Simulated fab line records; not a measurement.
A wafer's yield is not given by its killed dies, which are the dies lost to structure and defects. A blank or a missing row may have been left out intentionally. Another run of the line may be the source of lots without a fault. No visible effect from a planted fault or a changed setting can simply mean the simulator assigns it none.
Matching of chambers :: flow gf180mcu :: GF_V3_ETCH_16 on rie diel-03: 4 sister chambers
The step etches BARC in N2/H2. 20 wafers are shown with their chamber, then 10 later ones without.

## WAFERS PAIRED WITH THEIR CHAMBERS
wafer: L075.1
chamber: 1
drypump motor current A (A): 5.3
oes product au (a.u.): 0.859
h2 flow sccm (sccm): 199.9

wafer: L075.5
chamber: 2
drypump motor current A (A): 5.2
oes product au (a.u.): 0.860
h2 flow sccm (sccm): 200.3

wafer: L075.6
chamber: 3
drypump motor current A (A): 5.8
oes product au (a.u.): 0.856
h2 flow sccm (sccm): 200.0

wafer: L076.1
chamber: 1
drypump motor current A (A): 5.3
oes product au (a.u.): 0.857
h2 flow sccm (sccm): 200.3

wafer: L076.3
chamber: 3
drypump motor current A (A): 5.8
oes product au (a.u.): 0.858
h2 flow sccm (sccm): 199.0

wafer: L076.6
chamber: 0
drypump motor current A (A): 5.7
oes product au (a.u.): 0.859
h2 flow sccm (sccm): 199.6

wafer: L077.2
chamber: 0
drypump motor current A (A): 5.7
oes product au (a.u.): 0.865
h2 flow sccm (sccm): 200.6

wafer: L077.3
chamber: 3
drypump motor current A (A): 5.9
oes product au (a.u.): 0.861
h2 flow sccm (sccm): 199.7

wafer: L077.4
chamber: 1
drypump motor current A (A): 5.3
oes product au (a.u.): 0.846
h2 flow sccm (sccm): 200.5

wafer: L079.2
chamber: 2
drypump motor current A (A): 5.2
oes product au (a.u.): 0.857
h2 flow sccm (sccm): 199.8

wafer: L079.4
chamber: 1
drypump motor current A (A): 5.3
oes product au (a.u.): 0.849
h2 flow sccm (sccm): 200.3

wafer: L079.5
chamber: 2
drypump motor current A (A): 5.2
oes product au (a.u.): 0.850
h2 flow sccm (sccm): 200.9

wafer: L084.1
chamber: 0
drypump motor current A (A): 5.7
oes product au (a.u.): 0.853
h2 flow sccm (sccm): 199.2

wafer: L084.4
chamber: 2
drypump motor current A (A): 5.2
oes product au (a.u.): 0.860
h2 flow sccm (sccm): 199.4

wafer: L084.6
chamber: 2
drypump motor current A (A): 5.2
oes product au (a.u.): 0.858
h2 flow sccm (sccm): 199.5

wafer: L085.1
chamber: 2
drypump motor current A (A): 5.2
oes product au (a.u.): 0.856
h2 flow sccm (sccm): 200.2

wafer: L085.5
chamber: 0
drypump motor current A (A): 5.7
oes product au (a.u.): 0.858
h2 flow sccm (sccm): 200.7

wafer: L085.6
chamber: 3
drypump motor current A (A): 5.8
oes product au (a.u.): 0.860
h2 flow sccm (sccm): 200.0

wafer: L088.1
chamber: 0
drypump motor current A (A): 5.7
oes product au (a.u.): 0.852
h2 flow sccm (sccm): 200.5

wafer: L088.3
chamber: 1
drypump motor current A (A): 5.3
oes product au (a.u.): 0.858
h2 flow sccm (sccm): 199.6

SIGNATURES (averages over the wafers above)
reading: drypump motor current A
chamber 0: 5.700
chamber 1: 5.300
chamber 2: 5.200
chamber 3: 5.825
scatter within a chamber: 0.0217

reading: oes product au
chamber 0: 0.85740
chamber 1: 0.85380
chamber 2: 0.85683
chamber 3: 0.85875
scatter within a chamber: 0.00455

reading: h2 flow sccm
chamber 0: 200.120
chamber 1: 200.120
chamber 2: 200.017
chamber 3: 199.675
scatter within a chamber: 0.537
Rule: a wafer's distance from a chamber is the root of the sum, over the readings, of the square of ((its reading less the chamber's mean) divided by the reading's scatter). If the next closest chamber is less than 2 further off than the closest, the wafer can't be placed; otherwise it belongs to the closest. The scatter is the square root of a quotient: the sum, over the shown wafers, of each reading's squared deviation from its chamber's mean, divided by wafers minus chambers.

## WAFERS WITHOUT THEIR CHAMBER
wafer: L088.5
drypump motor current A (A): 5.7
oes product au (a.u.): 0.857
h2 flow sccm (sccm): 200.3

wafer: L090.2
drypump motor current A (A): 5.3
oes product au (a.u.): 0.856
h2 flow sccm (sccm): 200.5

wafer: L090.4
drypump motor current A (A): 5.7
oes product au (a.u.): 0.861
h2 flow sccm (sccm): 199.5

wafer: L090.6
drypump motor current A (A): 5.8
oes product au (a.u.): 0.853
h2 flow sccm (sccm): 199.9

wafer: L096.1
drypump motor current A (A): 5.2
oes product au (a.u.): 0.855
h2 flow sccm (sccm): 199.8

wafer: L096.2
drypump motor current A (A): 5.2
oes product au (a.u.): 0.855
h2 flow sccm (sccm): 201.1

wafer: L096.4
drypump motor current A (A): 5.8
oes product au (a.u.): 0.853
h2 flow sccm (sccm): 198.9

wafer: L097.1
drypump motor current A (A): 5.3
oes product au (a.u.): 0.851
h2 flow sccm (sccm): 200.9

wafer: L097.2
drypump motor current A (A): 5.9
oes product au (a.u.): 0.863
h2 flow sccm (sccm): 200.4

wafer: L097.6
drypump motor current A (A): 5.8
oes product au (a.u.): 0.866
h2 flow sccm (sccm): 200.2

## CHAMBER TAKEN BY EACH
wafer: L088.5
from the rows above: 0
in truth: 0

wafer: L090.2
from the rows above: 1
in truth: 1

wafer: L090.4
from the rows above: 0
in truth: 0

wafer: L090.6
from the rows above: 3
in truth: 3

wafer: L096.1
from the rows above: 2
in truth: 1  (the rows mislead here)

wafer: L096.2
from the rows above: 2
in truth: 2

wafer: L096.4
from the rows above: 3
in truth: 3

wafer: L097.1
from the rows above: 1
in truth: 1

wafer: L097.2
from the rows above: 3
in truth: 3

wafer: L097.6
from the rows above: 3
in truth: 3
Correct placement for 9 of the 10. Left unplaced by these rows: 0. Wrongly placed: 1.
